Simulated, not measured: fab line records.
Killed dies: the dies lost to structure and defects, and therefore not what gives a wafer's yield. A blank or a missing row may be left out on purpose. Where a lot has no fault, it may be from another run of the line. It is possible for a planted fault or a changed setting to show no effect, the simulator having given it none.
fab line records	flow sky130
record lots=13	wafers=39	last-day=50
route steps=708 shown FIELD_ISO@22 CAPM@537 PAD_OPEN@708
lots that met no fault: taken from a fault-free run of the same line
start-h: the number of hours between the record's first day and the start of the first shown wafer of the lot	wait-h: how many hours have passed since the lot's step before this one	" repeats the value in the row above	L1.1+2: several wafers, shown together as one row	- either no value or no given start	* or withheld: withheld	< > ~ a bound
route shown NAME@n: a module of which the file shows steps, and the number in the route of the first	usual: mean/standard deviation taken from wafers without a fault	same: alike in all rows	chamber/n: place in a boat	sites: per-site readings	_std_site: their standard deviation	_edge_site: inner sites' mean taken away from outer sites' mean	radius-mm: how far each site lies from the wafer's centre	mask NAME#n: copy n	behind: the last tool/chamber to shape the wafer	hold: cause of the lot's hold/its duration in hours/its outcome	device: whichever transistor did not switch (one of n, p or np)	end of line: at the end of the route, the tests of the same wafers	a step with no rows: only its recipe	killed: not the wafer's yield, but the dies lost to structure and defects at the first sort	map: the dies of a wafer, with x for killed, . for not killed, _ for no die there
set.NAME: the setting as run; set.NAME@STEP: as run at that earlier step	model.NAME: the simulator's own value behind a step, which no gauge read
steps of the route over a sample of lots; a table a step, a row a wafer
services: the hour from which a tool's chamber was out of use, counted from the record's first day as start-h (under 0 if before that day), plus the number of hours and why
## steps
# step SKY_FIELD_ISO_WET_ETCH_21
# recipe chemistry=dHF	dilution=100:1	target-depth-nm=20	dry=ipa-marangoni	target=SiO2	temp-c=25	time-s=400
# usual bath-heat-duty-pct=6.3/0.79	run-length-s=429/4.1
lot.wafer	tool	chamber	start-h	wait-h	bath-heat-duty-pct	run-length-s
L752.3	wet-bench-02	0	51.10	0.0	6.1	425
L752.4	"	0	"	"	5.6	425
L752.5	"	0	"	"	6.2	425
L753.1	wet-bench-03	0	57.71	0.0	5.7	433
L753.2	"	0	"	"	6.6	433
L753.4	"	0	"	"	5.9	433
L754.1	wet-bench-01	1	61.30	0.0	7.2	426
L754.3	"	1	"	"	7.0	426
L754.4	"	1	"	"	7.3	426
L755.1	wet-bench-02	1	67.64	0.0	6.3	426
L755.4	"	1	"	"	6.8	426
L755.6	"	1	"	"	5.4	426
L756.2	wet-bench-03	3	70.49	0.0	6.3	436
L756.3	"	3	"	"	7.4	436
L756.5	"	3	"	"	7.4	436
L757.1	wet-bench-02	3	75.87	0.0	6.5	426
L757.3	"	3	"	"	6.2	426
L757.5	"	3	"	"	6.0	426
L761.1	wet-bench-02	0	96.21	0.0	-	-
L761.3	"	0	"	"	-	-
L761.6	"	0	"	"	-	-
L762.1	wet-bench-03	2	102.80	0.0	-	-
L762.3	"	2	"	"	-	-
L762.6	"	2	"	"	-	-
L766.1	wet-bench-01	0	123.36	0.0	6.2	433
L766.2	"	0	"	"	5.6	433
L766.5	"	0	"	"	6.0	433
L767.2	wet-bench-02	1	128.28	0.0	6.8	434
L767.3	"	1	"	"	6.1	434
L767.6	"	1	"	"	5.9	434
L769.2	wet-bench-02	2	139.27	0.0	6.4	433
L769.3	"	2	"	"	6.4	433
L769.6	"	2	"	"	5.4	433
L770.1	wet-bench-03	0	145.70	0.0	6.1	424
L770.3	"	0	"	"	5.2	424
L770.6	"	0	"	"	6.1	424
L771.2	wet-bench-02	1	148.71	0.0	5.6	435
L771.3	"	1	"	"	5.9	435
L771.4	"	1	"	"	7.0	435
# step SKY_CAPM_CVD_00
# recipe material=SiO2	target-thk-nm=15.5	temp-c=400	time-s=withheld	rf-w=450
# usual heater-power-w=700/78
lot.wafer	tool	chamber	start-h	wait-h	heater-power-w
L753.1	pecvd-03	0	891.05	0.0	764
L753.2	"	2	"	"	715
L753.4	"	1	"	"	637
L752.3	pecvd-03	0	892.98	0.0	802
L752.4	"	0	"	"	780
L752.5	"	2	"	"	744
L754.1	pecvd-02	1	902.74	0.0	846
L754.3	"	2	"	"	720
L754.4	"	0	"	"	619
L755.1	pecvd-03	2	907.31	0.0	715
L755.4	"	0	"	"	685
L755.6	"	1	"	"	748
L756.2	pecvd-02	0	910.77	0.0	689
L756.3	"	2	"	"	652
L756.5	"	2	"	"	652
L757.1	pecvd-02	0	919.25	0.0	662
L757.3	"	2	"	"	689
L757.5	"	0	"	"	669
L766.1	pecvd-03	1	977.34	0.0	709
L766.2	"	2	"	"	637
L766.5	"	1	"	"	707
L767.2	pecvd-04	2	981.28	0.0	692
L767.3	"	0	"	"	758
L767.6	"	1	"	"	523
L769.2	pecvd-03	1	1006.83	0.0	753
L769.3	"	2	"	"	748
L769.6	"	1	"	"	707
L770.1	pecvd-02	0	1011.36	0.0	673
L770.3	"	1	"	"	810
L770.6	"	0	"	"	696
L771.2	pecvd-04	1	1020.85	0.0	553
L771.3	"	2	"	"	651
L771.4	"	1	"	"	556
# step SKY_CAPM_THK_MEAS_04
# recipe thk-meas-gauge=xrf	reads=TiN_of_CAPM_SPUTTER_02
# usual CAPM_TIN_THK=202.1/2
lot.wafer	tool	chamber	start-h	wait-h	CAPM_TIN_THK[nm]
L753.1	film-metro-03	-	891.36	0.1	204.9
L753.2	"	-	"	"	199.0
L753.4	"	-	"	"	199.3
L752.3	film-metro-04	-	893.31	0.1	202.1
L752.4	"	-	"	"	207.2
L752.5	"	-	"	"	202.3
L754.1	film-metro-04	-	903.06	0.1	200.6
L754.3	"	-	"	"	200.9
L754.4	"	-	"	"	199.7
L755.1	film-metro-03	-	907.62	0.1	203.9
L755.4	"	-	"	"	200.9
L755.6	"	-	"	"	203.3
L756.2	film-metro-04	-	911.09	0.1	203.1
L756.3	"	-	"	"	204.6
L756.5	"	-	"	"	205.2
L757.1	film-metro-04	-	919.56	0.1	203.7
L757.3	"	-	"	"	199.9
L757.5	"	-	"	"	201.9
L766.1	film-metro-03	-	977.65	0.1	202.8
L766.2	"	-	"	"	200.9
L766.5	"	-	"	"	199.5
L767.2	film-metro-03	-	981.60	0.1	198.5
L767.3	"	-	"	"	200.0
L767.6	"	-	"	"	201.3
L769.2	film-metro-03	-	1007.15	0.1	200.2
L769.3	"	-	"	"	200.9
L769.6	"	-	"	"	200.4
L770.1	film-metro-02	-	1011.67	0.1	202.2
L770.3	"	-	"	"	203.8
L770.6	"	-	"	"	203.4
L771.2	film-metro-04	-	1021.18	0.1	201.8
L771.3	"	-	"	"	202.4
L771.4	"	-	"	"	203.9
# step SKY_CAPM_STRIP_14
# recipe chemistry=O2/N2	power-w=1400	pressure-mtorr=1500	platen-temp-c=withheld	o2-flow-sccm=3000	n2-flow-sccm=300	overash-fraction=0.5
# usual chamber-pressure-mTorr=1500/4.9	drypump-motor-current-A=5.2/0.39	oes-product-au=0.710/0.0044	strip-time-to-endpoint-s=12.65/0.04
lot.wafer	tool	chamber	start-h	wait-h	chamber-pressure-mTorr	drypump-motor-current-A	oes-product-au	rf-hours-counter-h	strip-time-to-endpoint-s
L753.1	plasma-asher-01	1	916.35	0.1	1501	5.1	0.706	17	12.72
L753.2	"	0	"	"	1500	4.9	0.700	17	12.72
L753.4	"	0	"	"	1500	4.9	0.710	-	12.71
L752.3	plasma-asher-01	1	918.40	0.1	1500	5.1	0.713	-	12.73
L752.4	"	0	"	"	1501	4.9	0.709	-	12.68
L752.5	"	1	"	"	1500	5.1	0.710	-	12.68
L754.1	plasma-asher-04	1	927.59	0.1	1557	4.7	0.714	80	12.66
L754.3	"	1	"	"	1499	4.7	0.712	-	12.64
L754.4	"	0	"	"	1501	5.9	0.711	-	12.70
L755.1	plasma-asher-03	1	932.55	0.1	1501	5.3	0.709	107	12.56
L755.4	"	0	"	"	1501	5.5	0.707	-	12.61
L755.6	"	0	"	"	1500	5.5	0.710	-	12.61
L756.2	plasma-asher-03	0	935.74	0.1	1500	5.5	0.708	108	12.62
L756.3	"	0	"	"	1502	5.5	0.716	-	12.64
L756.5	"	0	"	"	1500	5.5	0.711	-	12.59
L757.1	plasma-asher-01	1	944.72	0.1	1500	5.1	0.715	20	12.60
L757.3	"	1	"	"	1500	5.1	0.711	-	12.59
L757.5	"	1	"	"	1499	5.1	0.714	-	12.61
L766.1	plasma-asher-04	1	1001.10	0.1	1501	4.7	0.716	87	12.67
L766.2	"	0	"	"	1501	5.9	0.706	87	12.63
L766.5	"	1	"	"	1501	4.7	0.711	-	12.64
L767.2	plasma-asher-04	0	1005.55	0.1	1501	5.9	0.703	88	12.65
L767.3	"	0	"	"	1501	5.9	0.709	-	12.69
L767.6	"	0	"	"	1500	6.0	0.706	-	12.64
L769.2	plasma-asher-01	1	1030.09	0.1	1502	5.1	0.707	29	12.65
L769.3	"	1	"	"	1500	5.1	0.705	-	12.68
L769.6	"	0	"	"	1500	4.9	0.710	-	12.69
L770.1	plasma-asher-03	1	1034.20	0.1	1500	5.3	0.705	118	12.62
L770.3	"	1	"	"	1500	5.3	0.715	-	12.64
L770.6	"	0	"	"	1497	5.5	0.711	-	12.63
L771.2	plasma-asher-01	0	1043.87	0.1	1501	4.9	0.712	30	12.72
L771.3	"	1	"	"	1499	5.1	0.712	-	12.66
L771.4	"	0	"	"	1500	4.9	0.716	-	12.67
# step SKY_PAD_OPEN_PROBE_99
# usual killed_at_M0_to_M3=43/7.1	killed_at_M4_up=3.1/1.7	killed-at-contacts=23/5.1	killed-at-front-end=14/4.4	killed-at-other=0.3/0.47	killed-dies=84/9.9	killed-on-rim=16/3.8	killed-open=45/6.6	killed-short=38/6.8
# same gross-dies=492	killed-at-back-side=0
lot.wafer	tool	chamber	start-h	wait-h	killed_at_M0_to_M3	killed_at_M4_up	killed-at-contacts	killed-at-front-end	killed-at-other	killed-dies	killed-on-rim	killed-open	killed-short
L761.1	prober-02	-	1155.94	0.1	41	3	26	422	0	492	96	51	34
L761.3	prober-02	-	1156.04	0.2	38	1	28	424	1	492	96	41	45
L761.6	prober-02	-	1156.19	0.2	41	1	24	426	0	492	96	41	36
L762.1	prober-01	-	1158.85	0.1	45	1	16	430	0	492	96	46	30
L762.3	prober-01	-	1158.95	0.2	43	3	22	423	1	492	96	43	38
L762.6	prober-01	-	1159.10	0.2	58	1	23	409	1	492	96	60	42
L767.2	prober-02	-	1179.64	0.1	38	1	25	9	0	73	13	47	26
L767.3	prober-02	-	1179.69	0.2	31	7	21	15	0	74	14	44	30
L767.6	prober-02	-	1179.84	0.2	47	6	31	12	0	96	16	51	45
# killed by level:class
L761.1 FIELD_ISO:area-etch=407 VIA1:geometric-particle:open=13 CONTACT:geometric-particle:open=10 VIA3:geometric-particle:open=7 CONTACT:geometric-particle:short=5 VIA1:geometric-particle:short=5 VIA2:geometric-particle:open=5 POLY_GATE:geometric-particle:open=4
L761.3 FIELD_ISO:area-etch=406 CONTACT:geometric-particle:open=13 VIA1:geometric-particle:open=8 METAL2:geometric-particle:short=7 CONTACT:geometric-particle:short=6 METAL1:geometric-particle:short=6 POLY_GATE:geometric-particle:short=5 LOCAL_INTERCONNECT:geometric-particle:short=5
L761.6 FIELD_ISO:area-etch=415 VIA1:geometric-particle:open=8 CONTACT:geometric-particle:short=7 METAL1:geometric-particle:short=7 VIA1:geometric-particle:short=7 VIA2:geometric-particle:open=7 CONTACT:geometric-particle:open=6 LI_CONTACT:geometric-particle:open=5
L762.1 FIELD_ISO:area-etch=416 VIA1:geometric-particle:open=13 VIA2:geometric-particle:open=7 VIA3:geometric-particle:open=7 LI_CONTACT:geometric-particle:open=6 METAL1:geometric-particle:short=6 POLY_GATE:geometric-particle:open=5 METAL2:geometric-particle:short=5
L762.3 FIELD_ISO:area-etch=411 VIA1:geometric-particle:open=15 CONTACT:geometric-particle:open=8 VIA1:geometric-particle:short=7 POLY_GATE:geometric-particle:short=6 METAL1:geometric-particle:short=5 VIA2:geometric-particle:open=5 POLY_GATE:geometric-particle:open=4
L762.6 FIELD_ISO:area-etch=390 VIA1:geometric-particle:open=14 CONTACT:geometric-particle:open=10 LI_CONTACT:geometric-particle:open=7 VIA2:geometric-particle:open=7 METAL2:geometric-particle:short=6 VIA3:geometric-particle:open=6 FIELD_ISO:geometric-particle:short=5
L767.2 VIA1:geometric-particle:open=12 CONTACT:geometric-particle:open=9 VIA2:geometric-particle:open=8 LI_CONTACT:geometric-particle:open=7 METAL1:geometric-particle:short=4 LOCAL_INTERCONNECT:geometric-particle:short=3 CONTACT:geometric-particle:short=3 VIA1:geometric-particle:short=3
L767.3 VIA1:geometric-particle:open=9 CONTACT:geometric-particle:open=8 LOCAL_INTERCONNECT:geometric-particle:short=6 POLY_GATE:geometric-particle:short=5 LI_CONTACT:geometric-particle:open=5 POLY_GATE:geometric-particle:open=4 VIA1:geometric-particle:short=4 FIELD_ISO:geometric-particle:open=3
L767.6 VIA1:geometric-particle:open=16 CONTACT:geometric-particle:open=12 METAL1:geometric-particle:short=7 CONTACT:geometric-particle:short=6 VIA2:geometric-particle:short=5 FIELD_ISO:geometric-particle:open=4 LI_CONTACT:geometric-particle:open=4 POLY_GATE:geometric-particle:short=4
## services
tool	chamber	start-h	hours	kind
plasma-asher-01	-	74.16	14.6	pm
pecvd-03	-	111.13	2.8	pm
pecvd-02	1	121.05	6.2	repair
pecvd-02	-	127.84	0.5	repair
pecvd-03	1	147.84	15.0	repair
plasma-asher-01	-	166.14	3.9	repair
pecvd-03	-	191.93	1.1	repair
plasma-asher-01	-	253.97	2.3	repair
wet-bench-02	-	267.45	1.9	pm
pecvd-03	-	335.02	14.6	pm
plasma-asher-01	-	408.87	9.4	repair
pecvd-03	-	420.50	5.5	pm
plasma-asher-01	-	578.85	2.8	pm
plasma-asher-01	-	591.32	3.3	repair
pecvd-03	0	606.44	35.2	repair
pecvd-03	0	686.79	15.9	repair
pecvd-03	-	700.79	3.1	repair
pecvd-03	-	722.94	1.9	repair
pecvd-03	1	729.26	15.1	repair
plasma-asher-01	-	733.75	9.0	pm
plasma-asher-01	-	750.62	2.0	repair
plasma-asher-01	-	833.83	1.3	repair
plasma-asher-01	-	870.22	0.4	repair
wet-bench-02	-	894.73	3.0	repair
## key
first-sign step=SKY_FIELD_ISO_WET_ETCH_21	reading=tool-record	direction=missing
effect step=SKY_PAD_OPEN_PROBE_99	reading=killed-at-front-end	direction=up	sigmas=94	usual=14	struck=422
more-kills-born-at SKY_FIELD_ISO_WET_ETCH_21@wet-bench-02=1228	SKY_FIELD_ISO_WET_ETCH_21@wet-bench-03=1217
met-at SKY_FIELD_ISO_WET_ETCH_21
struck-lots L761,L762
later-rows-left-out L761.1,L761.3,L761.6,L762.1,L762.3,L762.6
tester-left-out L761,L762
not-acting-at SKY_CAPM_CVD_00,SKY_CAPM_THK_MEAS_04,SKY_CAPM_STRIP_14
onset-between 75.87 96.21
fault kind=skipped-step-whole	tool=wet-bench-02,wet-bench-03	chamber=-	onset-h=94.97	steps=SKY_FIELD_ISO_WET_ETCH_21	scope=struck-lots-only
# tester-left-out: of these lots the tester's yield and bins aren't shown, on N5 and GAA mostly nor the transistor test; their killed dies are dies lost to structure and defects alone, not to doping, threshold or leakage, so they don't give the yield
# later-rows-left-out: the simulator's readings of these wafers behind a module that went badly wrong aren't trusted and aren't shown, but for the sort
